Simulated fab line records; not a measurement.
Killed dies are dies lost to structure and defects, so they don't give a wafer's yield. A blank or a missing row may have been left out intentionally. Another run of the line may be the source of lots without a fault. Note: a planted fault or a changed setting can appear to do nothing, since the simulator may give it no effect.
fab line records + flow sky130
[record]
- lots = 12
- wafers = 36
- lastDay = 50
route steps=708 shown LOCAL_INTERCONNECT@398 CONTACT@411 PAD_OPEN@708
lots with no fault: from the same line, run without faults
startH: start of the lot's first displayed wafer, in hours after the record's first day + waitH: time in hours since the lot's previous step + " the same as in the row above + L1.1+2: one row covering several wafers at once + - value missing, or start not given + * or withheld: withheld + < > ~ a bound
route shown NAME@n: NAME is a module with steps in the file, n the number in the route of the first one + usual: mean and standard deviation over wafers with no fault + same: alike in all rows + chamber/n: place in a boat + sites: each site's reading + _std_site: standard deviation across them + _edge_site: mean of outer sites minus mean of inner sites + radiusMm: for every site, how far away it sits from the centre of the wafer + mask NAME#n: copy n + behind: the most recent tool/chamber to have shaped the wafer + hold: why the lot went on hold/how many hours it stayed there/how the hold came to an end + device: the n, p or np transistor that did not switch + end of line: at the end of the route, the tests of the same wafers + a step given without rows: its recipe and nothing more + killed: dies lost to structure and defects at the first sort, not the wafer's yield + map: a wafer's dies, marking killed ones x, the rest . and places with no die _
set.NAME: the run value of the setting; set.NAME@STEP: its run value at that earlier step + model.NAME: the simulator's own value behind a step, which no gauge read
the route's steps for a sample of lots (tables are steps, rows are wafers)
services: when a tool's chamber went out of use (startH, in hours from the record's first day, below 0 if earlier), for how many hours, and the reason
[[steps]]
[step SKY_LOCAL_INTERCONNECT_CD_MEAS_11]
[recipe]
- targetCdNm = 170
[usual]
- cdNm = 170.0/1.8
| lot.wafer | tool     | chamber | startH | waitH | cdNm  |
|-----------|----------|---------|--------|-------|-------|
| L889.4    | cdSem-02 | -       | 701.59 | -     | 167.0 |
| L889.5    | "        | -       | "      | "     | 166.9 |
| L889.6    | "        | -       | "      | "     | 166.8 |
| L891.1    | cdSem-01 | -       | 717.08 | -     | 172.5 |
| L891.5    | "        | -       | "      | "     | 171.7 |
| L891.6    | "        | -       | "      | "     | 170.4 |
| L892.2    | cdSem-01 | -       | 728.83 | -     | 171.7 |
| L892.4    | "        | -       | "      | "     | 171.2 |
| L892.5    | "        | -       | "      | "     | 171.8 |
| L894.2    | cdSem-01 | -       | 738.50 | -     | 168.8 |
| L894.3    | "        | -       | "      | "     | 169.1 |
| L894.4    | "        | -       | "      | "     | 169.5 |
| L895.1    | cdSem-02 | -       | 745.83 | -     | 168.8 |
| L895.5    | "        | -       | "      | "     | 168.2 |
| L895.6    | "        | -       | "      | "     | 168.0 |
| L898.2    | cdSem-02 | -       | 774.13 | -     | 166.4 |
| L898.3    | "        | -       | "      | "     | 167.2 |
| L898.5    | "        | -       | "      | "     | 166.9 |
| L901.2    | cdSem-02 | -       | 805.30 | -     | 170.8 |
| L901.3    | "        | -       | "      | "     | 170.7 |
| L901.6    | "        | -       | "      | "     | 170.8 |
| L906.2    | cdSem-02 | -       | 840.91 | -     | 167.0 |
| L906.4    | "        | -       | "      | "     | 168.6 |
| L906.5    | "        | -       | "      | "     | 167.0 |
| L907.3    | cdSem-02 | -       | 849.03 | -     | 170.8 |
| L907.4    | "        | -       | "      | "     | 168.5 |
| L907.5    | "        | -       | "      | "     | 170.6 |
| L909.3    | cdSem-02 | -       | 868.18 | -     | 169.1 |
| L909.4    | "        | -       | "      | "     | 167.9 |
| L909.5    | "        | -       | "      | "     | 169.3 |
| L910.1    | cdSem-02 | -       | 872.79 | -     | 168.2 |
| L910.2    | "        | -       | "      | "     | 168.2 |
| L910.4    | "        | -       | "      | "     | 168.7 |
| L911.4    | cdSem-02 | -       | 877.40 | -     | 170.1 |
| L911.5    | "        | -       | "      | "     | 169.0 |
| L911.6    | "        | -       | "      | "     | 169.9 |
[step SKY_LOCAL_INTERCONNECT_METAL_ETCH_14]
[recipe]
- targetDepthNm = 110
- stopOn = PSG
- chemistry = Cl2/BCl3
- target = TiN
- resistSidewallDeg = 88
- pressureMtorr = 10
- icpW = 900
- biasW = 48.5
- Cl2_flow_sccm = 60
- bcl3FlowSccm = 30
- timeS = 31.4
[usual]
- biasW = 48.52/0.14
- chamberPressureMTorr = 10.000/0.0094
- drypumpMotorCurrentA = 5.9/0.66
- heBacksideLeakSccm = 3.4/0.33
- oesProductAu = 0.938/0.0075
- throttleValvePct = 21.903/0.01
| lot.wafer | tool        | chamber | startH | waitH | biasW | chamberPressureMTorr | drypumpMotorCurrentA | heBacksideLeakSccm | oesProductAu | rfHoursCounterH | throttleValvePct |
|-----------|-------------|---------|--------|-------|-------|----------------------|----------------------|--------------------|--------------|-----------------|------------------|
| L889.4    | rieMetal-01 | 1       | 701.77 | 0.0   | 48.46 | 9.999                | 6.8                  | 3.1                | 0.942        | -               | 21.884           |
| L889.5    | "           | 0       | "      | "     | 48.51 | 9.991                | 5.6                  | 3.3                | 0.938        | -               | 21.906           |
| L889.6    | "           | 1       | "      | "     | 48.58 | 9.987                | 6.8                  | 3.2                | 0.945        | -               | 21.892           |
| L891.1    | rieMetal-01 | 1       | 717.30 | 0.0   | 48.26 | 9.971                | 6.8                  | 3.4                | 0.929        | 3               | 21.914           |
| L891.5    | "           | 1       | "      | "     | 48.52 | 10.004               | 6.8                  | 3.3                | 0.940        | -               | 21.891           |
| L891.6    | "           | 0       | "      | "     | 48.56 | 10.019               | 5.6                  | 3.5                | 0.938        | -               | 21.904           |
| L892.2    | rieMetal-01 | 1       | 729.03 | 0.0   | 48.75 | 10.019               | 6.8                  | 3.2                | 0.931        | 4               | 21.902           |
| L892.4    | "           | 1       | "      | "     | 48.70 | 10.008               | 6.8                  | 3.4                | 0.935        | -               | 21.913           |
| L892.5    | "           | 1       | "      | "     | 48.62 | 10.006               | 6.8                  | 3.1                | 0.931        | -               | 21.893           |
| L894.2    | rieMetal-03 | 1       | 738.70 | 0.0   | 48.55 | 10.007               | 5.0                  | 3.0                | 0.948        | 0               | 21.912           |
| L894.3    | "           | 1       | "      | "     | 48.56 | 9.999                | 5.0                  | 3.2                | 0.935        | -               | 21.902           |
| L894.4    | "           | 0       | "      | "     | 48.39 | 10.002               | 5.7                  | 3.6                | 0.939        | -               | 21.905           |
| L895.1    | rieMetal-03 | 0       | 746.05 | 0.0   | 48.61 | 10.002               | 5.7                  | 3.4                | 0.941        | 10              | 21.901           |
| L895.5    | "           | 1       | "      | "     | 48.39 | 9.988                | 5.1                  | 3.1                | 0.936        | -               | 21.915           |
| L895.6    | "           | 0       | "      | "     | 48.94 | 10.001               | 5.7                  | 3.2                | 0.945        | -               | 21.903           |
| L898.2    | rieMetal-01 | 0       | 774.33 | 0.0   | 48.51 | 10.004               | 5.6                  | 3.6                | 0.940        | 18              | 21.906           |
| L898.3    | "           | 0       | "      | "     | 48.61 | 10.009               | 5.6                  | 3.4                | 0.937        | -               | 21.901           |
| L898.5    | "           | 0       | "      | "     | 48.59 | 10.005               | 5.6                  | 3.5                | 0.930        | -               | 21.905           |
| L901.2    | rieMetal-01 | 1       | 805.58 | 0.1   | 48.45 | 10.001               | 6.8                  | 3.3                | 0.946        | -               | 21.909           |
| L901.3    | "           | 1       | "      | "     | 48.34 | 9.984                | 6.8                  | 3.3                | 0.938        | -               | 21.916           |
| L901.6    | "           | 1       | "      | "     | 48.59 | 10.007               | 6.8                  | 3.3                | 0.939        | -               | 21.917           |
| L906.2    | rieMetal-01 | 0       | 841.10 | 0.0   | 48.71 | 9.975                | 5.6                  | 3.3                | 0.948        | 1               | 21.912           |
| L906.4    | "           | 0       | "      | "     | 48.56 | 10.008               | 5.6                  | 3.3                | 0.957        | -               | 21.887           |
| L906.5    | "           | 0       | "      | "     | 48.50 | 10.017               | 5.6                  | 3.2                | 0.944        | -               | 21.890           |
| L907.3    | rieMetal-02 | 0       | 849.22 | 0.0   | 48.54 | 10.010               | 6.2                  | 3.1                | 0.942        | -               | 21.902           |
| L907.4    | "           | 1       | "      | "     | 48.68 | 9.985                | 6.3                  | 3.6                | 0.934        | -               | 21.902           |
| L907.5    | "           | 1       | "      | "     | 48.48 | 9.987                | 6.3                  | 3.6                | 0.928        | -               | 21.906           |
| L909.3    | rieMetal-01 | 0       | 868.37 | 0.0   | 48.41 | 10.001               | 5.6                  | 3.5                | 0.941        | -               | 21.896           |
| L909.4    | "           | 1       | "      | "     | 48.56 | 10.001               | 6.8                  | 3.5                | 0.936        | -               | 21.903           |
| L909.5    | "           | 1       | "      | "     | 48.61 | 9.988                | 6.8                  | 5.7                | 0.945        | -               | 21.905           |
| L910.1    | rieMetal-01 | 1       | 873.03 | 0.1   | 48.75 | 10.000               | 6.8                  | 3.4                | 0.930        | 9               | 21.900           |
| L910.2    | "           | 0       | "      | "     | 48.39 | 9.997                | 5.6                  | 3.5                | 0.932        | 2               | 21.899           |
| L910.4    | "           | 1       | "      | "     | 48.35 | 10.002               | 6.8                  | 3.6                | 0.925        | -               | 21.902           |
| L911.4    | rieMetal-03 | 0       | 877.57 | 0.0   | 48.48 | 10.002               | 5.7                  | 3.4                | 0.931        | -               | 21.908           |
| L911.5    | "           | 1       | "      | "     | 48.41 | 9.990                | 5.0                  | 3.3                | 0.935        | -               | 21.932           |
| L911.6    | "           | 0       | "      | "     | 48.59 | 9.997                | 5.6                  | 3.3                | 0.934        | -               | 21.906           |
[step SKY_CONTACT_BOW_MEAS_05]
[recipe]
- mode = bow
[usual]
- CONTACT_BOW = 82/7.4
| lot.wafer | tool         | chamber | startH | waitH | CONTACT_BOW[um] |
|-----------|--------------|---------|--------|-------|-----------------|
| L889.4    | filmMetro-03 | -       | 702.98 | 0.2   | 81              |
| L889.5    | "            | -       | "      | "     | 84              |
| L889.6    | "            | -       | "      | "     | 90              |
| L891.1    | filmMetro-04 | -       | 718.48 | 0.1   | 76              |
| L891.5    | "            | -       | "      | "     | 75              |
| L891.6    | "            | -       | "      | "     | 74              |
| L892.2    | filmMetro-03 | -       | 730.22 | 0.2   | 96              |
| L892.4    | "            | -       | "      | "     | 84              |
| L892.5    | "            | -       | "      | "     | 85              |
| L894.2    | filmMetro-03 | -       | 739.95 | 0.2   | 81              |
| L894.3    | "            | -       | "      | "     | 85              |
| L894.4    | "            | -       | "      | "     | 84              |
| L895.1    | filmMetro-03 | -       | 747.22 | 0.1   | 61              |
| L895.5    | "            | -       | "      | "     | 80              |
| L895.6    | "            | -       | "      | "     | 79              |
| L898.2    | filmMetro-04 | -       | 775.53 | 0.2   | 93              |
| L898.3    | "            | -       | "      | "     | 90              |
| L898.5    | "            | -       | "      | "     | 91              |
| L901.2    | filmMetro-03 | -       | 806.94 | 0.2   | 72              |
| L901.3    | "            | -       | "      | "     | 70              |
| L901.6    | "            | -       | "      | "     | 71              |
| L906.2    | filmMetro-03 | -       | 842.29 | 0.2   | 92              |
| L906.4    | "            | -       | "      | "     | 87              |
| L906.5    | "            | -       | "      | "     | 87              |
| L907.3    | filmMetro-04 | -       | 850.45 | 0.3   | 80              |
| L907.4    | "            | -       | "      | "     | 81              |
| L907.5    | "            | -       | "      | "     | 77              |
| L909.3    | filmMetro-04 | -       | 869.60 | 0.2   | 87              |
| L909.4    | "            | -       | "      | "     | 80              |
| L909.5    | "            | -       | "      | "     | 80              |
| L910.1    | filmMetro-01 | -       | 874.21 | 0.2   | 85              |
| L910.2    | "            | -       | "      | "     | 79              |
| L910.4    | "            | -       | "      | "     | 86              |
| L911.4    | filmMetro-03 | -       | 878.78 | 0.2   | 76              |
| L911.5    | "            | -       | "      | "     | 83              |
| L911.6    | "            | -       | "      | "     | 75              |
[step SKY_CONTACT_EXPOSE_11]
[recipe]
- maskId = CTM1
- na = 0.8
- sourceShape = annular
- sigmaInner = 0.55
- sigmaOuter = 0.85
- targetCdNm = 170
- doseMj = 38
[usual]
- exposureDoseMJCm2 = 38.00/0.042
| lot.wafer | tool          | chamber | startH | waitH | mask   | exposureDoseMJCm2 |
|-----------|---------------|---------|--------|-------|--------|-------------------|
| L889.4    | krfScanner-02 | 0       | 717.52 | -     | CTM1#0 | 37.96             |
| L889.5    | "             | 0       | "      | "     | CTM1#0 | 37.99             |
| L889.6    | "             | 0       | "      | "     | CTM1#0 | 37.97             |
| L891.1    | krfScanner-01 | 0       | 733.06 | -     | CTM1#0 | 38.01             |
| L891.5    | "             | 0       | "      | "     | CTM1#0 | 38.04             |
| L891.6    | "             | 0       | "      | "     | CTM1#0 | 38.00             |
| L892.2    | krfScanner-02 | 0       | 744.21 | -     | CTM1#0 | 37.94             |
| L892.4    | "             | 0       | "      | "     | CTM1#0 | 37.98             |
| L892.5    | "             | 0       | "      | "     | CTM1#0 | 38.00             |
| L894.2    | krfScanner-02 | 0       | 754.53 | -     | CTM1#0 | 38.01             |
| L894.3    | "             | 0       | "      | "     | CTM1#0 | 38.00             |
| L894.4    | "             | 0       | "      | "     | CTM1#0 | 38.05             |
| L895.1    | krfScanner-02 | 0       | 761.07 | -     | CTM1#0 | 38.03             |
| L895.5    | "             | 0       | "      | "     | CTM1#0 | 38.02             |
| L895.6    | "             | 0       | "      | "     | CTM1#0 | 38.00             |
| L898.2    | krfScanner-01 | 0       | 789.83 | -     | CTM1#0 | 37.95             |
| L898.3    | "             | 0       | "      | "     | CTM1#0 | 38.05             |
| L898.5    | "             | 0       | "      | "     | CTM1#0 | 37.98             |
| L901.2    | krfScanner-01 | 0       | 820.60 | -     | CTM1#0 | 34.85             |
| L901.3    | "             | 0       | "      | "     | CTM1#0 | 34.82             |
| L901.6    | "             | 0       | "      | "     | CTM1#0 | 34.83             |
| L906.2    | krfScanner-01 | 0       | 856.46 | -     | CTM1#0 | 35.46             |
| L906.4    | "             | 0       | "      | "     | CTM1#0 | 35.47             |
| L906.5    | "             | 0       | "      | "     | CTM1#0 | 35.53             |
| L907.3    | krfScanner-02 | 0       | 864.08 | -     | CTM1#0 | 38.04             |
| L907.4    | "             | 0       | "      | "     | CTM1#0 | 38.03             |
| L907.5    | "             | 0       | "      | "     | CTM1#0 | 37.97             |
| L909.3    | krfScanner-02 | 0       | 883.13 | -     | CTM1#0 | 37.94             |
| L909.4    | "             | 0       | "      | "     | CTM1#0 | 37.97             |
| L909.5    | "             | 0       | "      | "     | CTM1#0 | 37.95             |
| L910.1    | krfScanner-02 | 0       | 886.92 | -     | CTM1#0 | 37.93             |
| L910.2    | "             | 0       | "      | "     | CTM1#0 | 37.91             |
| L910.4    | "             | 0       | "      | "     | CTM1#0 | 37.93             |
| L911.4    | krfScanner-02 | 0       | 891.74 | -     | CTM1#0 | 38.03             |
| L911.5    | "             | 0       | "      | "     | CTM1#0 | 38.00             |
| L911.6    | "             | 0       | "      | "     | CTM1#0 | 38.01             |
[step SKY_CONTACT_CD_MEAS_14]
[recipe]
- targetCdNm = 170
[usual]
- cdNm = 170.5/1.7
| lot.wafer | tool     | chamber | startH | waitH | cdNm  |
|-----------|----------|---------|--------|-------|-------|
| L889.4    | cdSem-02 | -       | 731.52 | -     | 172.6 |
| L889.5    | "        | -       | "      | "     | 172.4 |
| L889.6    | "        | -       | "      | "     | 172.1 |
| L891.1    | cdSem-01 | -       | 746.76 | -     | 169.2 |
| L891.5    | "        | -       | "      | "     | 168.0 |
| L891.6    | "        | -       | "      | "     | 168.1 |
| L892.2    | cdSem-01 | -       | 757.98 | -     | 170.7 |
| L892.4    | "        | -       | "      | "     | 171.5 |
| L892.5    | "        | -       | "      | "     | 170.7 |
| L894.2    | cdSem-01 | -       | 767.85 | -     | 170.2 |
| L894.3    | "        | -       | "      | "     | 170.7 |
| L894.4    | "        | -       | "      | "     | 168.8 |
| L895.1    | cdSem-01 | -       | 774.13 | -     | 172.0 |
| L895.5    | "        | -       | "      | "     | 172.0 |
| L895.6    | "        | -       | "      | "     | 170.3 |
| L898.2    | cdSem-02 | -       | 803.05 | -     | 171.7 |
| L898.3    | "        | -       | "      | "     | 172.1 |
| L898.5    | "        | -       | "      | "     | 170.9 |
| L901.2    | cdSem-02 | -       | 834.41 | -     | 153.8 |
| L901.3    | "        | -       | "      | "     | 153.8 |
| L901.6    | "        | -       | "      | "     | 154.7 |
| L906.2    | cdSem-02 | -       | 869.39 | -     | 155.5 |
| L906.4    | "        | -       | "      | "     | 157.3 |
| L906.5    | "        | -       | "      | "     | 159.0 |
| L907.3    | cdSem-01 | -       | 876.71 | -     | 169.3 |
| L907.4    | "        | -       | "      | "     | 169.5 |
| L907.5    | "        | -       | "      | "     | 170.0 |
| L909.3    | cdSem-02 | -       | 895.66 | -     | 170.5 |
| L909.4    | "        | -       | "      | "     | 170.2 |
| L909.5    | "        | -       | "      | "     | 169.5 |
| L910.1    | cdSem-02 | -       | 899.74 | -     | 167.8 |
| L910.2    | "        | -       | "      | "     | 169.7 |
| L910.4    | "        | -       | "      | "     | 167.5 |
| L911.4    | cdSem-02 | -       | 903.72 | -     | 172.6 |
| L911.5    | "        | -       | "      | "     | 171.5 |
| L911.6    | "        | -       | "      | "     | 171.8 |
[step SKY_PAD_OPEN_PROBE_99]
[usual]
- killed_at_M0_to_M3 = 42/6.6
- killed_at_M4_up = 3.1/1.9
- killedAtContacts = 25/5.7
- killedAtFrontEnd = 16/5
- killedAtOther = 0.2/0.38
- killedDies = 86/9.6
- killedOpen = 47/7.2
- killedShort = 39/6.2
[same]
- grossDies = 492
- killedAtBackSide = 0
| lot.wafer | tool      | chamber | startH  | waitH | killed_at_M0_to_M3 | killed_at_M4_up | killedAtContacts | killedAtFrontEnd | killedAtOther | killedDies | killedOpen | killedShort |
|-----------|-----------|---------|---------|-------|--------------------|-----------------|------------------|------------------|---------------|------------|------------|-------------|
| L901.2    | prober-01 | -       | 1149.18 | 0.1   | 43                 | 6               | 32               | 14               | 1             | 96         | 52         | 40          |
| L901.3    | prober-01 | -       | 1149.23 | 0.2   | 48                 | 0               | 17               | 18               | 1             | 84         | 37         | 45          |
| L901.6    | prober-01 | -       | 1149.38 | 0.2   | 47                 | 4               | 23               | 19               | 0             | 93         | 43         | 48          |
| L906.2    | prober-02 | -       | 1177.10 | 0.1   | 44                 | 2               | 31               | 7                | 1             | 85         | 49         | 34          |
| L906.4    | prober-02 | -       | 1177.20 | 0.2   | 36                 | 2               | 26               | 11               | 0             | 75         | 37         | 38          |
| L906.5    | prober-02 | -       | 1177.25 | 0.2   | 56                 | 3               | 26               | 12               | 0             | 97         | 53         | 41          |
| L911.4    | prober-01 | -       | 1195.65 | 0.2   | 57                 | 4               | 20               | 17               | 0             | 98         | 59         | 39          |
| L911.5    | prober-01 | -       | 1195.70 | 0.2   | 35                 | 4               | 21               | 25               | 0             | 85         | 44         | 41          |
| L911.6    | prober-01 | -       | 1195.75 | 0.2   | 42                 | 4               | 16               | 12               | 0             | 74         | 36         | 38          |
// killed by level:class
L901.2 LI_CONTACT:geometricParticle:open=12 VIA1:geometricParticle:open=10 CONTACT:geometricParticle:open=9 METAL2:geometricParticle:short=8 METAL1:geometricParticle:short=6 POLY_GATE:geometricParticle:open=5 LOCAL_INTERCONNECT:geometricParticle:short=5 VIA3:geometricParticle:open=5
L901.3 METAL1:geometricParticle:short=11 VIA1:geometricParticle:open=10 FIELD_ISO:geometricParticle:short=7 METAL2:geometricParticle:short=7 CONTACT:geometricParticle:short=6 VIA3:geometricParticle:open=6 FIELD_ISO:geometricParticle:open=4 LI_CONTACT:geometricParticle:open=4
L901.6 VIA1:geometricParticle:open=10 METAL1:geometricParticle:short=8 LI_CONTACT:geometricParticle:open=6 VIA2:geometricParticle:open=6 FIELD_ISO:geometricParticle:short=5 POLY_GATE:geometricParticle:short=5 CONTACT:geometricParticle:open=5 CONTACT:geometricParticle:short=5
L906.2 CONTACT:geometricParticle:open=16 METAL1:geometricParticle:short=11 VIA1:geometricParticle:open=10 VIA2:geometricParticle:open=5 VIA3:geometricParticle:open=5 POLY_GATE:geometricParticle:short=4 LI_CONTACT:geometricParticle:open=4 CONTACT:geometricParticle:short=4
L906.4 CONTACT:geometricParticle:open=8 VIA2:geometricParticle:open=7 VIA1:geometricParticle:open=6 METAL2:geometricParticle:short=6 FIELD_ISO:geometricParticle:short=5 CONTACT:geometricParticle:short=5 LI_CONTACT:geometricParticle:open=5 VIA1:geometricParticle:short=5
L906.5 VIA1:geometricParticle:open=12 CONTACT:geometricParticle:open=10 VIA3:geometricParticle:open=9 VIA2:geometricParticle:open=8 LI_CONTACT:geometricParticle:open=7 LOCAL_INTERCONNECT:geometricParticle:short=6 VIA1:geometricParticle:short=6 METAL1:geometricParticle:short=5
L911.4 VIA1:geometricParticle:open=14 VIA3:geometricParticle:open=10 VIA1:geometricParticle:short=9 POLY_GATE:geometricParticle:open=7 LI_CONTACT:geometricParticle:open=7 METAL2:geometricParticle:short=6 VIA2:geometricParticle:open=6 CONTACT:geometricParticle:open=5
L911.5 VIA1:geometricParticle:open=10 FIELD_ISO:geometricParticle:short=6 POLY_GATE:geometricParticle:open=6 CONTACT:geometricParticle:open=6 METAL2:geometricParticle:short=6 FIELD_ISO:geometricParticle:open=5 CONTACT:geometricParticle:short=5 VIA1:geometricParticle:short=4
L911.6 METAL2:geometricParticle:short=9 VIA1:geometricParticle:open=9 LOCAL_INTERCONNECT:geometricParticle:short=5 VIA2:geometricParticle:open=5 FIELD_ISO:geometricParticle:short=4 LI_CONTACT:geometricParticle:open=3 CONTACT:geometricParticle:open=3 VIA1:geometricParticle:short=3
[[services]]
| tool          | chamber | startH | hours | kind          |
|---------------|---------|--------|-------|---------------|
| rieMetal-03   | -       | 682.47 | 1.4   | pm            |
| krfScanner-01 | -       | 686.09 | 1.0   | pm            |
| rieMetal-02   | -       | 690.14 | 0.7   | repair        |
| krfScanner-01 | -       | 699.73 | 1.3   | pm            |
| krfScanner-02 | -       | 700.36 | 0.9   | repair        |
| krfScanner-02 | -       | 702.61 | 1.0   | pm            |
| rieMetal-03   | 1       | 712.81 | -     | clean         |
| rieMetal-03   | 1       | 712.81 | 19.0  | scheduledDown |
| rieMetal-03   | 1       | 712.81 | 19.0  | ventCycle     |
| krfScanner-02 | -       | 735.08 | 1.3   | pm            |
| krfScanner-01 | -       | 749.90 | 0.8   | pm            |
| rieMetal-01   | 1       | 752.13 | 20.3  | repair        |
| krfScanner-02 | -       | 755.69 | 3.6   | pm            |
| krfScanner-02 | -       | 769.24 | 4.4   | pm            |
| rieMetal-02   | -       | 781.20 | 1.4   | pm            |
| rieMetal-01   | 0       | 787.57 | -     | clean         |
| rieMetal-01   | 0       | 787.57 | 21.1  | scheduledDown |
| rieMetal-01   | 0       | 787.57 | 21.1  | ventCycle     |
| krfScanner-02 | -       | 789.79 | 0.8   | pm            |
| krfScanner-02 | -       | 813.25 | 1.4   | repair        |
| krfScanner-01 | -       | 850.77 | 2.4   | repair        |
| krfScanner-01 | -       | 855.09 | 1.0   | pm            |
| krfScanner-02 | -       | 871.61 | 1.0   | pm            |
| krfScanner-01 | -       | 875.63 | 1.3   | pm            |
[[key]]
[firstSign]
- step = SKY_CONTACT_EXPOSE_11
- reading = exposureDoseMJCm2
- direction = down
- sigmas = 68
- usual = *
- struck = *
[effect]
- step = SKY_CONTACT_CD_MEAS_14
- reading = cdNm
- direction = down
- sigmas = 8.9
- usual = 170.5
- struck = 155.7
- through = controlLoop
metAt SKY_CONTACT_EXPOSE_11
struckLots L901,L906
testerLeftOut L901,L906
[loopTrim]
- step = SKY_CONTACT_EXPOSE_11
- setting = dose
- lots = L906
notActingAt SKY_LOCAL_INTERCONNECT_CD_MEAS_11,SKY_LOCAL_INTERCONNECT_METAL_ETCH_14,SKY_CONTACT_BOW_MEAS_05
onsetBetween 789.83 820.60
[fault]
- kind = processParameterDrift
- tool = krfScanner-01
- chamber = -
- onsetH = 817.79
- steps = SKY_CONTACT_EXPOSE_11
- channel = doseMj
- offset = -3.1839
- shape = step
- actsIn = theseRecipesOnly
- stated = 38
// testerLeftOut: of these lots the tester's yield and bins aren't shown, on N5 and GAA mostly nor the transistor test; their killed dies are dies lost to structure and defects alone, not to doping, threshold or leakage, so they don't give the yield
// loopTrim: a control loop set the setting to another value than it would have without faults
